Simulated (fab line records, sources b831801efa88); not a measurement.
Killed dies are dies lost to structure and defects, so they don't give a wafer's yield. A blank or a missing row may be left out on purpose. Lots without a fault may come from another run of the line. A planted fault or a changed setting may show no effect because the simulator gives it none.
fab line records | flow sfq_line | part 2 of 2: steps 28 to 39 of 39
record lots=5 wafers=15 last_day=93
route steps=325 shown JJ@185 M5@198 A5B@209 R5@212
lots that met no fault: from a run of the same line without faults
start_h: hours from the record's first day to the start of the lot's first wafer shown | wait_h: hours since the lot's step before | " the same as in the row above | L1.1+2: a row that stands for several wafers | - no value, or no start given | * or withheld: withheld | < > ~ a bound
route shown NAME@n: a module of which the file shows steps, and the number in the route of the first | usual: mean/standard deviation of fault-free wafers | same: alike in all rows | chamber/n: place in a boat | sites: the reading at each site | _std_site: their standard deviation | _edge_site: outer sites' mean less inner sites' | radius_mm: how far each site lies from the wafer's centre | mask NAME#n: copy n | behind: the tool/chamber that last shaped the wafer | hold: why the lot was held/for how many hours/how that ended | device: the transistor (n, p or np) that didn't switch | end of line: the same wafers' tests at the end of the route | a step without rows: its recipe alone | killed: dies lost to structure and defects at the first sort, not the wafer's yield | map: a wafer's dies, x killed, . not, _ none there
set.NAME: the setting as run; set.NAME@STEP: as run at that earlier step | model.NAME: the simulator's own value behind a step, which no gauge read
lots at some steps of the route; a table a step, a row a wafer
services: from which hour (start_h, from the record's first day; less than 0 if before it) a tool's chamber was out of use, for how many hours, and why
## steps
# step SFQ_TRILAYER_R5_DEP_SPUTTER_132
# recipe material=Ti base_pressure_pa=1.33e-06 target_thk_nm=5 power_w=2000 time_s=5 chamber_pressure_pa=0.4
# usual throttle_valve_pct=29.7/0.74
# same time_s=5
# columns lot.wafer tool chamber start_h wait_h throttle_valve_pct
L075.1 pvd_sputter-03 - 1293.79 1.0 29.9
L075.2 " - " " 29.4
L075.4 " - " " 29.5
L086.3 pvd_sputter-06 - 1402.13 0.6 29.5
L086.4 " - " " 28.8
L086.6 " - " " 29.2
L089.1 pvd_sputter-05 - 1422.68 1.0 30.2
L089.3 " - " " 29.5
L089.5 " - " " 30.7
L092.3 pvd_sputter-06 - 1435.25 0.6 29.7
L092.4 " - " " 29.0
L092.5 " - " " 28.7
L094.4 pvd_sputter-06 - 1444.85 0.4 29.9
L094.5 " - " " 28.9
L094.6 " - " " 29.7
# step SFQ_TRILAYER_R5_DEP_SPUTTER_133
# recipe material=MoNx base_pressure_pa=1.33e-06 target_thk_nm=40 power_w=1000 time_s=66.7 chamber_pressure_pa=0.4
# usual throttle_valve_pct=29.8/0.76
# same time_s=66.7
# columns lot.wafer tool chamber start_h wait_h throttle_valve_pct
L075.1 pvd_sputter-03 - 1293.81 0.0 29.9
L075.2 " - " " 29.4
L075.4 " - " " 29.5
L086.3 pvd_sputter-06 - 1402.15 0.0 29.5
L086.4 " - " " 29.0
L086.6 " - " " 29.3
L089.1 pvd_sputter-05 - 1422.70 0.0 30.3
L089.3 " - " " 29.4
L089.5 " - " " 30.5
L092.3 pvd_sputter-06 - 1435.27 0.0 29.4
L092.4 " - " " 28.4
L092.5 " - " " 28.7
L094.4 pvd_sputter-06 - 1444.87 0.0 29.7
L094.5 " - " " 29.0
L094.6 " - " " 29.3
# step SFQ_TRILAYER_R5_DEP_SPUTTER_134
# recipe material=Ti base_pressure_pa=1.33e-06 target_thk_nm=5 power_w=2000 time_s=5 chamber_pressure_pa=0.4
# usual throttle_valve_pct=29.7/0.75
# same time_s=5
# columns lot.wafer tool chamber start_h wait_h throttle_valve_pct
L075.1 pvd_sputter-03 - 1293.87 0.0 30.3
L075.2 " - " " 29.4
L075.4 " - " " 29.4
L086.3 pvd_sputter-06 - 1402.20 0.0 29.5
L086.4 " - " " 28.9
L086.6 " - " " 29.3
L089.1 pvd_sputter-05 - 1422.76 0.0 29.9
L089.3 " - " " 29.1
L089.5 " - " " 30.6
L092.3 pvd_sputter-06 - 1435.32 0.0 29.4
L092.4 " - " " 28.9
L092.5 " - " " 28.8
L094.4 pvd_sputter-06 - 1444.92 0.0 29.6
L094.5 " - " " 28.8
L094.6 " - " " 29.7
# step SFQ_R5_RS_MEAS_933
# recipe thk_meas_gauge=four-point-probe reads=Ti_of_TRILAYER_R5_DEP_SPUTTER_134+MoNx_of_TRILAYER_R5_DEP_SPUTTER_133+Ti_of_TRILAYER_R5_DEP_SPUTTER_132
# usual R5_MONX_RS=7.09/0.083
# columns lot.wafer tool chamber start_h wait_h R5_MONX_RS[ohm/sq]
L075.1 film_metro-03 - 1293.89 0.0 7.01
L075.2 " - " " 7.11
L075.4 " - " " 7.19
L086.3 film_metro-03 - 1402.26 0.0 7.18
L086.4 " - " " 7.17
L086.6 " - " " 7.12
L089.1 film_metro-02 - 1422.78 0.0 7.06
L089.3 " - " " 7.13
L089.5 " - " " 7.06
L092.3 film_metro-04 - 1435.38 0.0 7.14
L092.4 " - " " 7.26
L092.5 " - " " 7.28
L094.4 film_metro-02 - 1445.00 0.1 7.13
L094.5 " - " " 7.29
L094.6 " - " " 7.23
# step SFQ_R5_THK_MEAS_934
# recipe thk_meas_gauge=xrf reads=MoNx_of_TRILAYER_R5_DEP_SPUTTER_133
# usual R5_MONX_THK=39.6/0.5
# columns lot.wafer tool chamber start_h wait_h R5_MONX_THK[nm]
L075.1 film_metro-03 - 1294.01 0.1 39.9
L075.2 " - " " 39.3
L075.4 " - " " 38.9
L086.3 film_metro-03 - 1402.36 0.1 39.1
L086.4 " - " " 39.3
L086.6 " - " " 39.8
L089.1 film_metro-02 - 1422.90 0.1 40.0
L089.3 " - " " 39.4
L089.5 " - " " 40.1
L092.3 film_metro-04 - 1435.48 0.1 39.1
L092.4 " - " " 38.6
L092.5 " - " " 38.6
L094.4 film_metro-02 - 1445.09 0.1 39.5
L094.5 " - " " 38.5
L094.6 " - " " 39.0
# step SFQ_TRILAYER_R5_LITHO_COAT_141
# recipe resist=BARC spin_rpm=3000 resist_thk_nm=62
# columns lot.wafer tool chamber start_h wait_h
L075.1+2+4 litho_track-02 0 1294.07 0.1
L086.3+4+6 litho_track-02 0 1402.50 0.1
L089.1+3+5 litho_track-02 0 1422.96 0.1
L092.3+4+5 litho_track-03 0 1435.62 0.1
L094.4+5+6 litho_track-04 0 1445.27 0.2
# step SFQ_TRILAYER_R5_LITHO_COAT_136
# recipe resist=KrF spin_rpm=3000 resist_thk_nm=600
# columns lot.wafer tool chamber start_h wait_h
L075.1+2+4 litho_track-02 0 1294.37 0.2
L086.3+4+6 litho_track-02 0 1402.80 0.2
L089.1+3+5 litho_track-02 0 1423.26 0.2
L092.3+4+5 litho_track-03 0 1435.92 0.2
L094.4+5+6 litho_track-04 0 1445.57 0.2
# step SFQ_TRILAYER_R5_LITHO_SOFTBAKE_140
# recipe temp_c=withheld time_s=withheld resist=KrF
# columns lot.wafer tool chamber start_h wait_h
L075.1+2+4 litho_track-02 0 1294.67 0.2
L086.3+4+6 litho_track-02 0 1403.05 0.2
L089.1+3+5 litho_track-02 0 1423.56 0.2
L092.3+4+5 litho_track-03 0 1436.17 0.2
L094.4+5+6 litho_track-04 0 1445.80 0.2
# step SFQ_TRILAYER_R5_LITHO_EXPOSE_137
# recipe mask_id=R5 na=0.6 source_shape=conventional sigma_outer=0.65 target_cd_nm=500 dose_mj=14.4
# same sigma_outer=0.65
# columns lot.wafer tool chamber start_h wait_h mask
L075.1+2+4 krf_scanner-02 0 1430.80 - R5#0
L086.3+4+6 krf_scanner-02 0 1539.19 - R5#0
L089.1+3+5 krf_scanner-02 0 1556.79 - R5#0
L092.3+4+5 krf_scanner-02 0 1575.19 - R5#0
L094.4+5+6 krf_scanner-01 0 1583.92 - R5#0
# step SFQ_TRILAYER_R5_LITHO_PEB_139
# recipe peb_temp_c=115 peb_time_s=60 resist=KrF
# usual plate_temp_C=114.96/0.12
# columns lot.wafer tool chamber start_h wait_h plate_temp_C
L075.1 litho_track-02 0 1432.00 1.0 115.05
L075.2 " 0 " " 114.98
L075.4 " 0 " " 115.08
L086.3 litho_track-02 0 1540.04 0.7 114.72
L086.4 " 0 " " 114.88
L086.6 " 0 " " 114.95
L089.1 litho_track-02 0 1557.99 1.0 115.01
L089.3 " 0 " " 115.04
L089.5 " 0 " " 114.88
L092.3 litho_track-04 0 1576.04 0.7 114.94
L092.4 " 0 " " 114.89
L092.5 " 0 " " 114.76
L094.4 litho_track-03 0 1584.59 0.5 114.83
L094.5 " 0 " " 114.85
L094.6 " 0 " " 114.88
# step SFQ_TRILAYER_R5_LITHO_DEVELOP_138
# recipe time_s=60 resist=KrF
# same time_s=60
# columns lot.wafer tool chamber start_h wait_h
L075.1+2+4 litho_track-02 0 1432.15 0.1
L086.3+4+6 litho_track-02 0 1540.19 0.1
L089.1+3+5 litho_track-02 0 1558.14 0.1
L092.3+4+5 litho_track-04 0 1576.19 0.1
L094.4+5+6 litho_track-03 0 1584.74 0.1
# step SFQ_R5_OVL_MEAS_935
# usual R5_OVL=0/5.7
# columns lot.wafer tool chamber start_h wait_h R5_OVL[nm]
L075.1 overlay-01 - 1432.30 0.1 -11
L075.2 " - " " -7
L075.4 " - " " -11
L086.3 overlay-01 - 1540.30 0.1 -9
L086.4 " - " " 0
L086.6 " - " " -13
L089.1 overlay-02 - 1558.29 0.1 0
L089.3 " - " " -2
L089.5 " - " " -1
L092.3 overlay-01 - 1576.30 0.1 -3
L092.4 " - " " -9
L092.5 " - " " 3
L094.4 overlay-02 - 1584.83 0.1 7
L094.5 " - " " 6
L094.6 " - " " 6
## services
# columns tool chamber start_h hours kind
krf_scanner-02 - 969.11 0.8 pm
krf_scanner-02 - 981.82 4.4 pm
krf_scanner-02 - 1002.82 1.0 repair
krf_scanner-02 - 1005.59 0.7 repair
rie_metal-01 - 1031.34 1.7 repair
pvd_sputter-06 - 1032.45 3.9 repair
krf_scanner-02 - 1050.43 1.3 pm
pvd_sputter-06 - 1069.43 5.0 repair
rie_metal-01 1 1070.67 6.6 repair
rie_metal-01 - 1075.53 2.8 pm
rie_metal-01 1 1079.35 1.3 repair
rie_metal-01 0 1082.57 9.3 repair
krf_scanner-02 - 1113.08 3.6 pm
krf_scanner-02 - 1117.95 0.8 pm
krf_scanner-02 - 1118.91 1.0 pm
rie_metal-01 1 1127.93 5.8 repair
krf_scanner-02 - 1137.59 0.8 pm
rie_metal-04 - 1205.59 14.6 pm
krf_scanner-02 - 1226.57 1.3 pm
pvd_sputter-06 - 1234.31 3.4 repair
rie_metal-01 0 1307.14 16.6 repair
rie_metal-01 - 1309.61 0.8 repair
rie_metal-01 0 1479.74 1.8 repair
rie_metal-01 - 1565.83 2.4 repair
